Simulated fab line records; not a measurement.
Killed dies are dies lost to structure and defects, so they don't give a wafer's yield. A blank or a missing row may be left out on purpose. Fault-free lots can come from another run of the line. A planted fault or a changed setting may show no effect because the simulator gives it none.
The tool behind it: which one?    flow sky130    11 lots with 33 wafers sampled at 4 steps, on a route of 708 steps

WHAT THE GAUGES READ, wafer by wafer
SKY_CAPM_THK_MEAS_01.
lot   measured      on            CAPM_CVD_00_THK (nm)
L213  day 36 13:56  filmMetro-03  15.3 15.5 15.7
L219  day 38 16:09  filmMetro-03  15.7 16.9 16.1
L226  day 40 14:01  filmMetro-01  15.3 15.4 15.4
L229  day 41 17:57  filmMetro-04  15.6 15.9 15.5
L230  day 41 18:09  filmMetro-03  15.1 15.1 15.5
L231  day 41 20:58  filmMetro-04  15.6 15.8 15.6
L232  day 42 06:49  filmMetro-01  15.8 15.7 15.7
L233  day 42 10:56  filmMetro-04  15.6 16.0 15.7
L234  day 42 23:01  filmMetro-01  15.2 15.3 15.4
L235  day 43 11:16  filmMetro-01  15.4 15.5 15.1
L236  day 43 17:30  filmMetro-04  14.9 15.3 14.8

SKY_CAPM_THK_MEAS_04: measures by xrf.
lot   measured      on            CAPM_TIN_THK (nm)
L213  day 36 14:14  filmMetro-01  206 200 202
L219  day 38 16:26  filmMetro-04  203 203 198
L226  day 40 14:19  filmMetro-03  198 197 198
L229  day 41 18:14  filmMetro-01  197 199 201
L230  day 41 18:26  filmMetro-04  199 206 198
L231  day 41 21:16  filmMetro-03  207 201 203
L232  day 42 07:06  filmMetro-01  196 200 201
L233  day 42 11:14  filmMetro-03  202 201 202
L234  day 42 23:19  filmMetro-04  207 203 203
L235  day 43 11:33  filmMetro-03  198 195 196
L236  day 43 17:47  filmMetro-04  201 202 197

EACH LOT AND THE TOOL THAT RAN IT (in order: tool; ch and the chambers of the sampled wafers; start)
lot   SKY_VIA2_CVD_21               SKY_CAPM_CVD_00
L213  cvdW-01 ch 0,1, day 36 13:09  pecvd-03 ch 0,1,2, day 36 13:55
L219  cvdW-01 ch 0,1, day 38 15:22  pecvd-01 ch 1,2, day 38 16:07
L226  cvdW-01 ch 0,1, day 40 13:15  pecvd-02 ch 0,1,2, day 40 13:59
L229  cvdW-01 ch 0,1, day 41 17:11  pecvd-01 ch 0,1,2, day 41 17:55
L230  cvdW-02 ch 0,1, day 41 17:22  pecvd-03 ch 0,1,2, day 41 18:08
L231  cvdW-01 ch 0,1, day 41 20:13  pecvd-01 ch 0,1, day 41 20:56
L232  cvdW-01 ch 0,1, day 42 06:03  pecvd-01 ch 0,1, day 42 06:46
L233  cvdW-02 ch 0,1, day 42 10:09  pecvd-01 ch 0,1,2, day 42 10:55
L234  cvdW-01 ch 0, day 42 22:06    pecvd-02 ch 1,2, day 42 23:00
L235  cvdW-01 ch 0,1, day 43 10:28  pecvd-02 ch 1,2, day 43 11:13
L236  cvdW-01 ch 0,1, day 43 16:43  pecvd-02 ch 1,2, day 43 17:27
- SKY_VIA2_CVD_21: deposits W, target thk 420 nm, time 126.4 s.
- SKY_CAPM_CVD_00: deposits SiO2, target thk 15.5 nm.

AS READ BY THE TOOLS THEMSELVES (means over the sampled wafers that have a number; for cases with no such wafer, the mark the record gives instead)
SKY_VIA2_CVD_21.
lot   tool     heaterPowerW (W)
L213  cvdW-01  779
L219  cvdW-01  846
L226  cvdW-01  796
L229  cvdW-01  861
L230  cvdW-02  794
L231  cvdW-01  788
L232  cvdW-01  856
L233  cvdW-02  801
L234  cvdW-01  925
L235  cvdW-01  790
L236  cvdW-01  782

SKY_CAPM_CVD_00.
lot   tool      heaterPowerW (W)
L213  pecvd-03  735
L219  pecvd-01  647
L226  pecvd-02  754
L229  pecvd-01  776
L230  pecvd-03  718
L231  pecvd-01  848
L232  pecvd-01  766
L233  pecvd-01  748
L234  pecvd-02  702
L235  pecvd-02  643
L236  pecvd-02  684

THE ANSWER, worked out from the rows above alone
Rule: the usual values come from the lots themselves. Put in order of their means at a reading, lots are off if they are a third of the lots or fewer, leave a main group of 4 or more, and stand apart from it by a gap of 3 or more times the standard deviation of the main group's means; of several such gaps the widest counts. If all means in a main group match to the digits the tables above print for the reading, that group is not used. A lot without any number at a reading at which 4 lots or more have one is off too. Any other lot the step has rows for is counted as sound. After the gauges, taken in route order, come the tools' own readings; for these a lot's mean is taken, as printed above. At the first step where some lot is off, the reading lying furthest off is the one used; lots without a number count as furthest.
No lot is off at any reading shown: from this, nothing can be told.

WHAT WAS PUT IN BY THE SIMULATOR
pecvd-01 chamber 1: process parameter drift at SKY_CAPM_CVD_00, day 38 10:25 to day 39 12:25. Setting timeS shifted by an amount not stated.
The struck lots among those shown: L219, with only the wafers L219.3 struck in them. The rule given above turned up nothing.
